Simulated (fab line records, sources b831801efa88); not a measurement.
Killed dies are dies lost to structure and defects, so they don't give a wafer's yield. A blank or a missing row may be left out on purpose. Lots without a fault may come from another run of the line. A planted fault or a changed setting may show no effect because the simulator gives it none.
Which tool did it? | flow gf180mcu | 15 lots, 45 wafers sampled, at 6 steps of a route of 602

WHAT THE GAUGES READ, wafer by wafer
The record holds no reading of a measuring or inspecting step that can be judged against a usual standard deviation.

WHICH TOOL RAN EACH LOT (tool, then ch and the chambers of the sampled wafers, then the start)
lot  | GF_V1_ETCH_16                      | GF_V1_ETCH_17                                 | GF_V1_STRIP_18                       | GF_V1_SPUTTER_21             | GF_M2_SPUTTER_01             | GF_M2_SPUTTER_03
L442 | rie_diel-03 ch 2,3, day 18 08:46   | rie_diel-03 ch 2,3, day 18 08:54 or earlier   | plasma_asher-01 ch 1, day 18 08:54   | pvd_sputter-03, day 18 09:26 | pvd_sputter-02, day 18 10:14 | pvd_sputter-02, day 18 10:17
L443 | rie_diel-04 ch 1,2,3, day 18 10:37 | rie_diel-04 ch 1,2,3, day 18 10:45 or earlier | plasma_asher-04 ch 0,1, day 18 10:45 | pvd_sputter-04, day 18 11:17 | pvd_sputter-01, day 18 12:05 | pvd_sputter-01, day 18 12:08
L445 | rie_diel-03 ch 1,2, day 19 12:49   | rie_diel-03 ch 1,2, day 19 12:57 or earlier   | plasma_asher-01 ch 0,1, day 19 12:57 | pvd_sputter-03, day 19 13:34 | pvd_sputter-02, day 19 14:22 | pvd_sputter-02, day 19 14:26
L448 | rie_diel-04 ch 1,2,3, day 20 16:49 | rie_diel-04 ch 1,2,3, day 20 16:57 or earlier | plasma_asher-04 ch 0,1, day 20 16:57 | pvd_sputter-04, day 20 17:31 | pvd_sputter-01, day 20 18:19 | pvd_sputter-01, day 20 18:22
L446 | rie_diel-02 ch 0,2,3, day 20 18:04 | rie_diel-02 ch 0,2,3, day 20 18:13 or earlier | plasma_asher-02 ch 0,1, day 20 18:13 | pvd_sputter-03, day 20 18:45 | pvd_sputter-02, day 20 19:40 | pvd_sputter-02, day 20 19:44
L447 | rie_diel-03 ch 0,3, day 20 19:31   | rie_diel-03 ch 0,3, day 20 19:41 or earlier   | plasma_asher-01 ch 0,1, day 20 19:41 | pvd_sputter-04, day 20 20:11 | pvd_sputter-01, day 20 20:58 | pvd_sputter-01, day 20 21:02
L450 | rie_diel-02 ch 0,1, day 21 19:30   | rie_diel-02 ch 0,1, day 21 19:38 or earlier   | plasma_asher-02 ch 0,1, day 21 19:38 | pvd_sputter-04, day 21 20:10 | pvd_sputter-02, day 21 20:58 | pvd_sputter-02, day 21 21:01
L455 | rie_diel-04 ch 1,3, day 23 15:25   | rie_diel-04 ch 1,3, day 23 15:33 or earlier   | plasma_asher-02 ch 0,1, day 23 15:33 | pvd_sputter-01, day 23 16:05 | pvd_sputter-02, day 23 16:52 | pvd_sputter-02, day 23 16:56
L456 | rie_diel-04 ch 0,2, day 24 04:07   | rie_diel-04 ch 0,2, day 24 04:15 or earlier   | plasma_asher-02 ch 1, day 24 04:15   | pvd_sputter-04, day 24 04:47 | -                            | -
L458 | rie_diel-02 ch 0,1,3, day 24 16:18 | rie_diel-02 ch 0,1,3, day 24 16:26 or earlier | plasma_asher-01 ch 0,1, day 24 16:26 | pvd_sputter-01, day 24 16:58 | -                            | -
L457 | rie_diel-04 ch 1,2,3, day 24 17:03 | rie_diel-04 ch 1,2,3, day 24 17:11 or earlier | plasma_asher-02 ch 0,1, day 24 17:11 | pvd_sputter-03, day 24 17:44 | -                            | -
L461 | rie_diel-02 ch 0,1, day 25 11:25   | rie_diel-02 ch 0,1, day 25 11:35 or earlier   | plasma_asher-02 ch 0,1, day 25 11:35 | pvd_sputter-04, day 25 12:20 | pvd_sputter-02, day 25 13:15 | pvd_sputter-02, day 25 13:19
L462 | rie_diel-02 ch 0,1,3, day 25 21:12 | rie_diel-02 ch 0,1,3, day 25 21:20 or earlier | plasma_asher-04 ch 0,1, day 25 21:20 | pvd_sputter-04, day 25 21:52 | pvd_sputter-01, day 25 22:39 | pvd_sputter-01, day 25 22:43
L463 | rie_diel-02 ch 0,1,3, day 25 23:21 | rie_diel-02 ch 0,1,3, day 25 23:29 or earlier | plasma_asher-01 ch 0,1, day 25 23:29 | pvd_sputter-03, day 26 00:01 | pvd_sputter-01, day 26 00:48 | pvd_sputter-01, day 26 00:52
L464 | rie_diel-03 ch 1,2,3, day 26 11:04 | rie_diel-03 ch 1,2,3, day 26 11:12 or earlier | plasma_asher-02 ch 0,1, day 26 11:12 | pvd_sputter-03, day 26 11:44 | pvd_sputter-01, day 26 12:31 | pvd_sputter-01, day 26 12:35
- GF_V1_ETCH_16: etches BARC in N2/H2.
- GF_V1_ETCH_17: etches SiO2 in C4F8/O2/Ar, stops on TiN, target depth 630 nm.
- GF_V1_STRIP_18: strips in O2/N2.
- GF_V1_SPUTTER_21: material Ti, target thk 15 nm, time 80.02 s.
- GF_M2_SPUTTER_01: material TiN, target thk 30 nm, time 23.8 s.
- GF_M2_SPUTTER_03: material Ti, target thk 10 nm, time 6.7 s.

WHAT THE TOOLS THEMSELVES READ (means of the sampled wafers that have a number; where no wafer has one, the mark that the record gives instead)
GF_V1_ETCH_16. Usual: bias_w 100.05 W, standard deviation 0.3; chamber_pressure_mTorr 30.003 mTorr, standard deviation 0.025; drypump_motor_current_A 5.6 A, standard deviation 0.43; oes_product_au 0.854 a.u., standard deviation 0.0046; throttle_valve_pct 13.225 %, standard deviation 0.0097.
lot  | tool        | bias_w (W) | chamber_pressure_mTorr (mTorr) | drypump_motor_current_A (A) | oes_product_au (a.u.) | throttle_valve_pct (%) | flag
L442 | rie_diel-03 | 100.14     | 29.987                         | 5.8                         | 0.850                 | 13.223                 |
L443 | rie_diel-04 | 100.09     | 30.006                         | 5.7                         | 0.857                 | 13.230                 |
L445 | rie_diel-03 | 99.96      | 30.018                         | 6.0                         | 0.854                 | 13.230                 |
L448 | rie_diel-04 | 100.13     | 29.996                         | 5.7                         | 0.852                 | 13.224                 |
L446 | rie_diel-02 | 100.09     | 30.008                         | 5.1                         | 0.861                 | 13.222                 |
L447 | rie_diel-03 | 100.17     | 30.001                         | 6.2                         | 0.855                 | 13.222                 |
L450 | rie_diel-02 | 99.91      | 29.983                         | 5.4                         | 0.856                 | 13.229                 |
L455 | rie_diel-04 | 100.16     | 29.998                         | 5.7                         | 0.852                 | 13.231                 |
L456 | rie_diel-04 | -          | -                              | -                           | -                     | -                      | OFF
L458 | rie_diel-02 | -          | -                              | -                           | -                     | -                      | OFF
L457 | rie_diel-04 | -          | -                              | -                           | -                     | -                      | OFF
L461 | rie_diel-02 | 99.92      | 30.007                         | 5.4                         | 0.856                 | 13.224                 |
L462 | rie_diel-02 | 100.31     | 30.008                         | 5.5                         | 0.857                 | 13.218                 |
L463 | rie_diel-02 | 99.64      | 30.014                         | 5.5                         | 0.852                 | 13.226                 |
L464 | rie_diel-03 | 99.82      | 30.010                         | 5.8                         | 0.851                 | 13.230                 |

GF_V1_ETCH_17. Usual: bias_w 1200 W, standard deviation 3.2; chamber_pressure_mTorr 40.00 mTorr, standard deviation 0.038; oes_product_au 0.855 a.u., standard deviation 0.0047.
lot  | tool        | bias_w (W) | chamber_pressure_mTorr (mTorr) | oes_product_au (a.u.) | flag
L442 | rie_diel-03 | 1205       | 40.05                          | 0.857                 |
L443 | rie_diel-04 | 1203       | 40.03                          | 0.854                 |
L445 | rie_diel-03 | 1197       | 40.02                          | 0.857                 |
L448 | rie_diel-04 | 1197       | 39.99                          | 0.857                 |
L446 | rie_diel-02 | 1200       | 39.99                          | 0.857                 |
L447 | rie_diel-03 | 1203       | 39.98                          | 0.859                 |
L450 | rie_diel-02 | 1201       | 39.96                          | 0.852                 |
L455 | rie_diel-04 | 1201       | 40.05                          | 0.854                 |
L456 | rie_diel-04 | 1200       | 40.02                          | 0.375                 | OFF
L458 | rie_diel-02 | 1202       | 40.02                          | 0.375                 | OFF
L457 | rie_diel-04 | 1197       | 40.02                          | 0.374                 | OFF
L461 | rie_diel-02 | 1199       | 40.00                          | 0.857                 |
L462 | rie_diel-02 | 1200       | 39.99                          | 0.848                 |
L463 | rie_diel-02 | 1200       | 40.03                          | 0.854                 |
L464 | rie_diel-03 | 1199       | 40.00                          | 0.853                 |

GF_V1_STRIP_18. Usual: drypump_motor_current_A 5.5 A, standard deviation 0.36; heater_power_w 334 W, standard deviation 17; oes_product_au 0.592 a.u., standard deviation 0.0056; platen_temp_c 250.02 C, standard deviation 0.18.
lot  | tool            | drypump_motor_current_A (A) | heater_power_w (W) | oes_product_au (a.u.) | platen_temp_c (C) | flag
L442 | plasma_asher-01 | 5.9                         | 329                | 0.591                 | 249.83            |
L443 | plasma_asher-04 | 5.4                         | 329                | 0.589                 | 250.02            |
L445 | plasma_asher-01 | 5.4                         | 318                | 0.591                 | 249.98            |
L448 | plasma_asher-04 | 5.4                         | 326                | 0.591                 | 250.14            |
L446 | plasma_asher-02 | 5.6                         | 346                | 0.594                 | 249.90            |
L447 | plasma_asher-01 | 5.4                         | 315                | 0.590                 | 250.01            |
L450 | plasma_asher-02 | 5.7                         | 348                | 0.589                 | 250.03            |
L455 | plasma_asher-02 | 5.7                         | 347                | 0.588                 | 249.85            |
L456 | plasma_asher-02 | 5.1                         | 341                | 0.612                 | 250.07            | OFF
L458 | plasma_asher-01 | 5.4                         | 319                | 0.609                 | 249.92            | OFF
L457 | plasma_asher-02 | 5.4                         | 341                | 0.610                 | 250.08            | OFF
L461 | plasma_asher-02 | 5.4                         | 341                | 0.594                 | 250.09            |
L462 | plasma_asher-04 | 5.4                         | 322                | 0.591                 | 250.10            |
L463 | plasma_asher-01 | 5.5                         | 320                | 0.589                 | 250.21            |
L464 | plasma_asher-02 | 5.7                         | 351                | 0.585                 | 250.14            |

GF_V1_SPUTTER_21. Usual: throttle_valve_pct 29.5 %, standard deviation 1.1.
lot  | tool           | throttle_valve_pct (%) | flag
L442 | pvd_sputter-03 | 29.5                   |
L443 | pvd_sputter-04 | 29.7                   |
L445 | pvd_sputter-03 | 28.5                   |
L448 | pvd_sputter-04 | 29.8                   |
L446 | pvd_sputter-03 | 29.4                   |
L447 | pvd_sputter-04 | 29.5                   |
L450 | pvd_sputter-04 | 29.0                   |
L455 | pvd_sputter-01 | 29.3                   |
L456 | pvd_sputter-04 | 29.3                   |
L458 | pvd_sputter-01 | 30.8                   |
L457 | pvd_sputter-03 | 28.9                   |
L461 | pvd_sputter-04 | 29.2                   |
L462 | pvd_sputter-04 | 29.5                   |
L463 | pvd_sputter-03 | 29.5                   |
L464 | pvd_sputter-03 | 30.2                   |

GF_M2_SPUTTER_01. Usual: throttle_valve_pct 30.1 %, standard deviation 1.
lot  | tool           | throttle_valve_pct (%) | flag
L442 | pvd_sputter-02 | 30.5                   |
L443 | pvd_sputter-01 | 30.1                   |
L445 | pvd_sputter-02 | 30.5                   |
L448 | pvd_sputter-01 | 30.9                   |
L446 | pvd_sputter-02 | 29.8                   |
L447 | pvd_sputter-01 | 29.4                   |
L450 | pvd_sputter-02 | 30.8                   |
L455 | pvd_sputter-02 | 29.6                   |
L461 | pvd_sputter-02 | 30.6                   |
L462 | pvd_sputter-01 | 30.3                   |
L463 | pvd_sputter-01 | 30.3                   |
L464 | pvd_sputter-01 | 30.9                   |

GF_M2_SPUTTER_03. Usual: throttle_valve_pct 30.1 %, standard deviation 1.1.
lot  | tool           | throttle_valve_pct (%) | flag
L442 | pvd_sputter-02 | 30.5                   |
L443 | pvd_sputter-01 | 30.2                   |
L445 | pvd_sputter-02 | 30.4                   |
L448 | pvd_sputter-01 | 31.0                   |
L446 | pvd_sputter-02 | 29.9                   |
L447 | pvd_sputter-01 | 29.4                   |
L450 | pvd_sputter-02 | 30.8                   |
L455 | pvd_sputter-02 | 29.4                   |
L461 | pvd_sputter-02 | 30.6                   |
L462 | pvd_sputter-01 | 30.4                   |
L463 | pvd_sputter-01 | 30.1                   |
L464 | pvd_sputter-01 | 30.9                   |

THE ANSWER, worked out from the rows above alone
Rule: a lot is off if the mean of its wafers that have a number lies more than 3 standard deviations from the usual mean. A lot without any number at a reading at which 4 lots or more have one is off too. The other lots that the step has rows for count as sound. The gauges are gone through in route order, then the tools' own readings, and for those a lot's mean is taken as printed above. The first step at which some lot is off is used, and at that step the reading that is off furthest; a lot without a number counts as furthest.
Off: L456, L458, L457, at GF_V1_ETCH_16 (bias_w). Without a number there: L456, L458, L457.
A tool fits if, at that step or a process step before it, it ran every lot that is off, and no sound lot after the first of them. None of those tried fits.

WHAT THE SIMULATOR HAD PUT IN
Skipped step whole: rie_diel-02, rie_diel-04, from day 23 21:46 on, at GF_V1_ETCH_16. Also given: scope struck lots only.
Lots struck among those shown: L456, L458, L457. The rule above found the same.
